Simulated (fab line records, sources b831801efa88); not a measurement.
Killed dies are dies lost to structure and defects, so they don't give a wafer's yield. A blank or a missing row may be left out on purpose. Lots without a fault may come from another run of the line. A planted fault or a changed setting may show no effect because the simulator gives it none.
A struck lot beside a sound one | flow sky130 | 21 steps out of a route of 708
Sound: wafers L256.3, L256.4, L256.5. Struck: wafers L268.2, L268.4, L268.5. The cause comes at the end.
At each step with rows: each side's tool, then ch and its chambers, then its first start. Under that, the readings that differ: sound wafers | struck wafers | difference of the means | sigmas: that difference in standard deviations of wafers without a fault.
alike: readings whose means differ by less than 2 such deviations, and words and numbers that are the same on both sides. not compared: withheld readings, readings that some wafer has no value for, bounds like >300 that may hide the same value, and numbers for which the record gives no deviation and whose values overlap.
The two part at a step that has a row with sigmas, a row that says differs or no value, or rows on one side only. Numbers that don't overlap but have no deviation are shown without sigmas and don't part them. A reading that every wafer of one side lacks parts them only if that side has two wafers or more.

SKY_SD_N_RS_MEAS_17: measures by four-point-probe.
  sound on film_metro-04, day 27 15:50; struck on film_metro-02, day 32 00:51
  alike: SD_P_RS
SKY_SD_N_RS_MEAS_18: measures by four-point-probe.
  sound on film_metro-04, day 27 15:57; struck on film_metro-02, day 32 00:58
  reading               | sound             | struck            | difference | sigmas
  RES_XHIGH_RS (ohm/sq) | 330.3 331.5 331.7 | 334.2 335.7 334.7 | +3.7       | +2
then, 2 steps without rows for these wafers: SKY_SALICIDE_CLEAN_00 (cleans in HF-last, time 30 s); SKY_LI_CONTACT_HDPCVD_00 (deposits PSG, target thk 930 nm, time 155 s).
SKY_LI_CONTACT_THK_MEAS_01:
  sound on film_metro-02, day 27 16:10; struck on film_metro-03, day 32 01:12
  alike: LI_CONTACT_HDPCVD_THK
SKY_LI_CONTACT_CMP_02: polishes PSG.
  sound on cmp-02 ch 0,1,3, day 27 16:13; struck on cmp-01 ch 0,1, day 32 01:30
  alike: motor_current_A, platen_rpm, time_to_endpoint_s
SKY_LI_CONTACT_BOW_MEAS_03:
  sound on film_metro-03, day 27 16:33; struck on film_metro-04, day 32 01:49
  alike: LI_CONTACT_BOW
then, 5 steps without rows for these wafers: SKY_LI_CONTACT_DEHYDRATE_04 (time 60 s); SKY_LI_CONTACT_HMDS_05 (prime time 60 s); SKY_LI_CONTACT_COAT_06 (resist thk 60 nm); SKY_LI_CONTACT_COAT_07 (resist thk 450 nm); SKY_LI_CONTACT_SOFTBAKE_08 (time 90 s).
SKY_LI_CONTACT_EXPOSE_09: exposes mask LICM1, target cd 170 nm.
  sound on krf_scanner-01 ch 0, day 28 07:10; struck on krf_scanner-01 ch 0, day 32 15:47
  reading              | sound                   | struck                           | difference | sigmas
  mask                 | LICM1#0 LICM1#0 LICM1#0 | LICM1_R1#0 LICM1_R1#0 LICM1_R1#0 | differs    |
  focus_offset_nm (nm) | 0.6 0.3 1.0             | -1.3 -1.2 -1.6                   | -2.0       | -4
  alike: stage_vel_mm_s
then, 2 steps without rows for these wafers: SKY_LI_CONTACT_PEB_10; SKY_LI_CONTACT_DEVELOP_11 (develop time 60 s).
SKY_LI_CONTACT_CD_MEAS_12: target cd 170 nm.
  sound on cd_sem-02, day 28 20:43; struck on cd_sem-02, day 33 05:14
  reading    | sound             | struck            | difference | sigmas
  cd_nm (nm) | 169.7 170.8 169.2 | 149.5 149.3 149.7 | -20.4      | -15
SKY_LI_CONTACT_OVL_MEAS_13:
  sound on overlay-02, day 28 20:48; struck on overlay-01, day 33 05:21
  alike: LI_CONTACT_OVL
SKY_LI_CONTACT_ETCH_14: etches BARC in N2/H2, stops on SiO2, time 45.9 s, target depth 60 nm.
  sound on rie_diel-03 ch 0,1,2, day 28 20:49; struck on rie_diel-02 ch 0,2,3, day 33 05:23
  reading                     | sound           | struck          | difference | sigmas
  model.LI_CONTACT.cd_nm (nm) | 170 170.9 169.8 | 149.5 149 148.9 | -21.1      |
  alike: drypump_motor_current_A, oes_product_au, throttle_valve_pct
  not compared: rf_hours_counter_h
SKY_LI_CONTACT_ETCH_15: etches PSG in C4F8/O2/Ar, stops on Si, target depth 600 nm.
  sound on rie_diel-03 ch 0,1,2, day 28 20:52; struck on rie_diel-02 ch 0,2,3, day 33 05:25
  reading                     | sound             | struck          | difference | sigmas
  model.LI_CONTACT.cd_nm (nm) | 169.9 170.7 169.4 | 149.4 148.8 149 | -20.9      |
  alike: oes_product_au
SKY_LI_CONTACT_STRIP_16: strips in O2/N2.
  sound on plasma_asher-02 ch 0,1, day 28 20:59; struck on plasma_asher-02 ch 0,1, day 33 05:30
  alike: drypump_motor_current_A, oes_product_au, strip_time_to_endpoint_s
  not compared: rf_hours_counter_h
-- the record jumps here: 16 days lie between the struck wafers' starts before and after (it left off in module LI_CONTACT and takes up again in module PAD_OPEN, whose first step shown is number 708 of the route) --
SKY_PAD_OPEN_PROBE_99:
  sound on prober-02, day 45 12:45; struck on prober-02, day 48 17:51
  reading                                 | sound             | struck            | difference | sigmas
  killed_at_contacts                      | 24 22 25          | 43 36 38          | +15        | +3
  killed_on_rim                           | 14 16 16          | 32 29 32          | +16        | +4
  model.etest.licon_pdiff.rc_ohm          | 579.6 562.3 583.3 | 715.4 745.9 706.5 | +147.5     |
  model.etest.pfet_g5v0d10v5.r_on_ohm_um  | 4650 4724 4697    | 4815 4840 4864    | +149       |
  model.etest.licon_high_po.rc_ohm        | 343.2 334.9 341.5 | 396.5 409.4 404.1 | +63.5      |
  model.etest.nfet_g5v0d10v5.r_on_ohm_um  | 1866 1875 1856    | 1913 1918 1918    | +51        |
  model.etest.licon_ndiff.rc_ohm          | 183.2 179.8 173   | 224.7 224.8 218.8 | +44.1      |
  model.etest.nfet_01v8.r_on_ohm_um       | 800.9 802.5 816.6 | 855.6 858 867.2   | +53.6      |
  model.etest.sonos_uncharged.r_on_ohm_um | 805.3 813.3 821.7 | 831.7 830.9 831.3 | +17.9      |
  alike: killed_at_M0_to_M3, killed_at_M4_up, killed_at_front_end, killed_at_other, killed_dies, killed_open, killed_short
  not compared: model.etest.pfet_01v8.r_on_ohm_um

WHERE THEY PART
First at SKY_SD_N_RS_MEAS_18; last, within this record, at SKY_PAD_OPEN_PROBE_99.

WHY: what the simulator had put in
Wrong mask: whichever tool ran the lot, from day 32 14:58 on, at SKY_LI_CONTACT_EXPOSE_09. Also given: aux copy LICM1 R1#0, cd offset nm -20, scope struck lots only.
